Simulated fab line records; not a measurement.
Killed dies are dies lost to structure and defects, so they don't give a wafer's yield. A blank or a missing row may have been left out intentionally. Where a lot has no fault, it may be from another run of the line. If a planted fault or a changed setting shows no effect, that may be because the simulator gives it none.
fab line records | flow gf180mcu | part 2 of 2: steps 24 to 33 of 33
record lots=5 wafers=15 lastDay=34
route steps=602 shown STI@9 DNWELL@32
lots that met no fault: taken from a fault-free run of the same line
startH: hours from the record's first day to the start of the lot's first wafer shown | waitH: hours elapsed since this lot's preceding step | " the same as in the row above | L1.1+2: several wafers, shown together as one row | - value missing, or start not given | * or withheld: withheld | < > ~ a bound
route shown NAME@n: a module of which the file shows steps, and the number in the route of the first | usual: mean/standard deviation taken from wafers without a fault | same: alike in all rows | chamber/n: place in a boat | sites: readings site by site | _std_site: their standard deviation | _edge_site: inner sites' mean taken away from outer sites' mean | radiusMm: how far each site lies from the wafer's centre | mask NAME#n: copy n | behind: the last tool/chamber to shape the wafer | hold: reason for holding the lot/hours on hold/outcome of the hold | device: transistor that didn't switch, given as n, p or np | end of line: at the end of the route, the tests of the same wafers | where a step has no rows: the recipe by itself | killed: at the first sort, the dies lost to defects and structure; wafer yield is something else | map: a wafer's dies, marking killed ones x, the rest . and places with no die _
set.NAME: the run value of the setting; set.NAME@STEP: its run value at that earlier step | model.NAME: the simulator's own value behind a step, which no gauge read
a table for each step, a row for each wafer; lots at some steps of the route
services: a tool's chamber out of use, with start hour (startH, from the record's first day; less than 0 if before it), hours out, and reason
## steps
# step GF_DNWELL_DEHYDRATE_00
# recipe tempC=200 timeS=60
# usual exhaustPa=45.0/0.79 plateTempC=199.99/0.17
# same timeS=60
# columns lot.wafer tool chamber startH waitH exhaustPa plateTempC
L076.2 lithoTrack-03 0 46.25 5.7 45.6 200.08
L076.3 " 0 " " 45.2 200.19
L076.5 " 0 " " 44.4 199.84
L079.1 lithoTrack-04 0 62.08 5.4 46.6 200.10
L079.2 " 0 " " 46.2 199.79
L079.3 " 0 " " 45.0 200.10
L084.1 lithoTrack-01 0 88.48 6.2 45.2 199.74
L084.2 " 0 " " 45.8 200.25
L084.3 " 0 " " 44.6 199.87
L088.1 lithoTrack-04 0 109.03 6.1 44.9 199.94
L088.3 " 0 " " 44.9 200.03
L088.6 " 0 " " 45.1 199.75
L095.2 lithoTrack-03 0 144.65 7.1 46.1 200.10
L095.3 " 0 " " 45.2 200.24
L095.4 " 0 " " 44.3 200.01
# step GF_DNWELL_HMDS_01
# recipe primeTimeS=60 primeTempC=120
# usual exhaustPa=45.1/0.88
# columns lot.wafer tool chamber startH waitH exhaustPa
L076.2 lithoTrack-03 0 46.40 0.1 44.1
L076.3 " 0 " " 44.3
L076.5 " 0 " " 44.1
L079.1 lithoTrack-04 0 62.23 0.1 45.6
L079.2 " 0 " " 44.5
L079.3 " 0 " " 45.6
L084.1 lithoTrack-01 0 88.63 0.1 46.0
L084.2 " 0 " " 46.0
L084.3 " 0 " " 45.7
L088.1 lithoTrack-04 0 109.18 0.1 44.5
L088.3 " 0 " " 45.5
L088.6 " 0 " " 44.5
L095.2 lithoTrack-03 0 144.80 0.1 45.5
L095.3 " 0 " " 45.1
L095.4 " 0 " " 45.6
# step GF_DNWELL_COAT_02
# recipe spinRpm=2000 resistThkNm=3000
# usual exhaustPa=45.1/0.93
# columns lot.wafer tool chamber startH waitH exhaustPa
L076.2 lithoTrack-03 0 46.55 0.1 44.5
L076.3 " 0 " " 45.7
L076.5 " 0 " " 44.4
L079.1 lithoTrack-04 0 62.38 0.1 43.7
L079.2 " 0 " " 44.8
L079.3 " 0 " " 43.7
L084.1 lithoTrack-01 0 88.78 0.1 46.0
L084.2 " 0 " " 45.9
L084.3 " 0 " " 44.8
L088.1 lithoTrack-04 0 109.33 0.1 47.1
L088.3 " 0 " " 46.5
L088.6 " 0 " " 44.6
L095.2 lithoTrack-03 0 144.95 0.1 45.3
L095.3 " 0 " " 45.5
L095.4 " 0 " " 45.5
# step GF_DNWELL_SOFTBAKE_03
# recipe tempC=110 timeS=withheld
# usual exhaustPa=44.7/0.83 plateTempC=109.99/0.13
# columns lot.wafer tool chamber startH waitH exhaustPa plateTempC
L076.2 lithoTrack-03 0 46.71 0.1 45.7 109.91
L076.3 " 0 " " 44.5 110.07
L076.5 " 0 " " 44.8 109.98
L079.1 lithoTrack-04 0 62.53 0.1 47.6 110.09
L079.2 " 0 " " 45.5 109.98
L079.3 " 0 " " 47.0 109.91
L084.1 lithoTrack-01 0 88.93 0.1 43.8 109.81
L084.2 " 0 " " 43.9 109.86
L084.3 " 0 " " 43.6 109.76
L088.1 lithoTrack-04 0 109.48 0.1 44.7 110.10
L088.3 " 0 " " 44.1 109.82
L088.6 " 0 " " 44.8 110.09
L095.2 lithoTrack-03 0 145.10 0.1 45.2 110.15
L095.3 " 0 " " 44.9 110.26
L095.4 " 0 " " 44.7 109.96
# step GF_DNWELL_EXPOSE_04
# recipe maskId=DNWELL targetCdNm=1700 na=0.6 sourceShape=conventional sigmaOuter=0.6 doseMj=260
# same na=0.6
# columns lot.wafer tool chamber startH waitH mask
L076.2+3+5 ilineStepper-01 0 - - DNWELL#0
L079.1+2+3 ilineStepper-02 0 - - DNWELL#0
L084.1+2+3 ilineStepper-01 0 - - DNWELL#0
L088.1+3+6 ilineStepper-01 0 - - DNWELL#0
L095.2+3+4 ilineStepper-02 0 - - DNWELL#0
# step GF_DNWELL_PEB_05
# recipe tempC=115 timeS=withheld
# usual exhaustPa=45.0/0.86 plateTempC=115.04/0.12
# columns lot.wafer tool chamber startH waitH exhaustPa plateTempC
L076.2 lithoTrack-01 0 - - 45.6 115.01
L076.3 " 0 " " 45.8 115.12
L076.5 " 0 " " 44.7 114.92
L079.1 lithoTrack-01 0 - - 44.6 115.03
L079.2 " 0 " " 44.6 114.97
L079.3 " 0 " " 45.5 114.98
L084.1 lithoTrack-03 0 - - 44.2 115.03
L084.2 " 0 " " 45.2 115.06
L084.3 " 0 " " 45.9 115.42
L088.1 lithoTrack-04 0 - - 45.9 114.75
L088.3 " 0 " " 45.3 115.04
L088.6 " 0 " " 45.8 115.05
L095.2 lithoTrack-03 0 - - 45.0 114.92
L095.3 " 0 " " 45.1 115.10
L095.4 " 0 " " 45.3 114.98
# step GF_DNWELL_DEVELOP_06
# recipe wallAngleDeg=90 developTimeS=60 devTempC=23
# usual exhaustPa=44.8/0.85
# columns lot.wafer tool chamber startH waitH exhaustPa
L076.2 lithoTrack-01 0 - - 44.5
L076.3 " 0 " " 44.5
L076.5 " 0 " " 45.1
L079.1 lithoTrack-01 0 - - 44.1
L079.2 " 0 " " 45.2
L079.3 " 0 " " 45.7
L084.1 lithoTrack-03 0 - - 44.5
L084.2 " 0 " " 45.0
L084.3 " 0 " " 45.4
L088.1 lithoTrack-04 0 - - 44.3
L088.3 " 0 " " 42.6
L088.6 " 0 " " 44.8
L095.2 lithoTrack-03 0 - - 44.4
L095.3 " 0 " " 45.2
L095.4 " 0 " " 44.9
# step GF_DNWELL_IMPLANT_07
# recipe species=P energyKev=1500 doseCm2=1e+13 tiltDeg=0
# columns lot.wafer tool chamber startH waitH
L076.2+3+5 implanter-01 0 53.46 -
L079.1+2+3 implanter-03 0 69.63 -
L084.1+2+3 implanter-01 0 96.12 -
L088.1+3+6 implanter-03 0 117.03 -
L095.2+3+4 implanter-02 0 153.20 -
# step GF_DNWELL_STRIP_08
# recipe chemistry=O2/N2 powerW=1400 pressureMtorr=1500 platenTempC=250 o2FlowSccm=3000 n2FlowSccm=300 overashFraction=0.5
# usual drypumpMotorCurrentA=5.50/0.23 heaterPowerW=354/34 oesProductAu=0.723/0.0043 stripTimeToEndpointS=36.99/0.1
# columns lot.wafer tool chamber startH waitH drypumpMotorCurrentA heaterPowerW oesProductAu rfHoursCounterH stripTimeToEndpointS
L076.2 plasmaAsher-02 1 53.58 0.1 5.57 414 0.715 37 36.97
L076.3 " 1 " " 5.56 400 0.730 - 36.97
L076.5 " 0 " " 5.65 347 0.719 - 36.92
L079.1 plasmaAsher-01 1 69.78 0.1 5.19 358 0.722 42 37.21
L079.2 " 0 " " 5.57 334 0.726 42 37.09
L079.3 " 1 " " 5.20 347 0.727 - 37.18
L084.1 plasmaAsher-01 1 96.27 0.1 5.21 369 0.721 45 36.96
L084.2 " 0 " " 5.56 353 0.732 45 36.96
L084.3 " 0 " " 5.47 335 0.723 - 36.99
L088.1 plasmaAsher-02 0 117.18 0.1 5.65 334 0.720 41 36.98
L088.3 " 0 " " 5.66 346 0.720 - 36.83
L088.6 " 1 " " 5.55 404 0.727 - 36.90
L095.2 plasmaAsher-01 1 153.32 0.1 5.24 378 0.721 4 36.99
L095.3 " 0 " " 5.50 323 0.726 - 37.12
L095.4 " 1 " " 5.19 361 0.727 - 37.02
# step GF_DNWELL_TW_MEAS_09
# usual DNWELL_TW=1326/6.6
# columns lot.wafer tool chamber startH waitH DNWELL_TW
L076.2 filmMetro-01 - 53.69 0.1 1324
L076.3 " - " " 1320
L076.5 " - " " 1322
L079.1 filmMetro-01 - 69.88 0.1 1334
L079.2 " - " " 1327
L079.3 " - " " 1338
L084.1 filmMetro-01 - 96.37 0.1 1330
L084.2 " - " " 1332
L084.3 " - " " 1334
L088.1 filmMetro-04 - 117.28 0.1 1321
L088.3 " - " " 1327
L088.6 " - " " 1328
L095.2 filmMetro-02 - 153.43 0.1 1327
L095.3 " - " " 1332
L095.4 " - " " 1333
## services
# columns tool chamber startH hours kind
cmp-01 - 7.39 5.8 pm
krfScanner-01 - 7.41 0.8 pm
krfScanner-01 - 11.53 4.4 pm
krfScanner-01 - 15.90 3.6 pm
cmp-01 - 19.68 4.4 pm
plasmaAsher-01 - 21.16 6.3 repair
cmp-01 - 42.38 2.3 repair
krfScanner-01 - 42.51 1.3 pm
wetBench-03 - 57.63 1.0 repair
plasmaAsher-02 - 57.78 24.8 repair
furnace-02 - 70.04 4.1 pm
rieDiel-03 3 71.47 7.7 repair
hdpcvd-02 - 74.44 1.2 repair
cmp-01 - 89.10 0.4 repair
cmp-01 - 90.23 7.7 pm
rieDiel-03 3 90.73 23.6 repair
krfScanner-01 - 96.04 1.0 pm
krfScanner-01 - 97.04 0.8 pm
ilineStepper-01 - 105.79 1.7 pm
plasmaAsher-01 - 108.75 9.0 pm
krfScanner-01 - 113.62 0.5 repair
rieSi-02 3 119.39 2.4 repair
rieSi-02 - 123.22 2.8 pm
rieDiel-03 1 123.50 20.1 repair
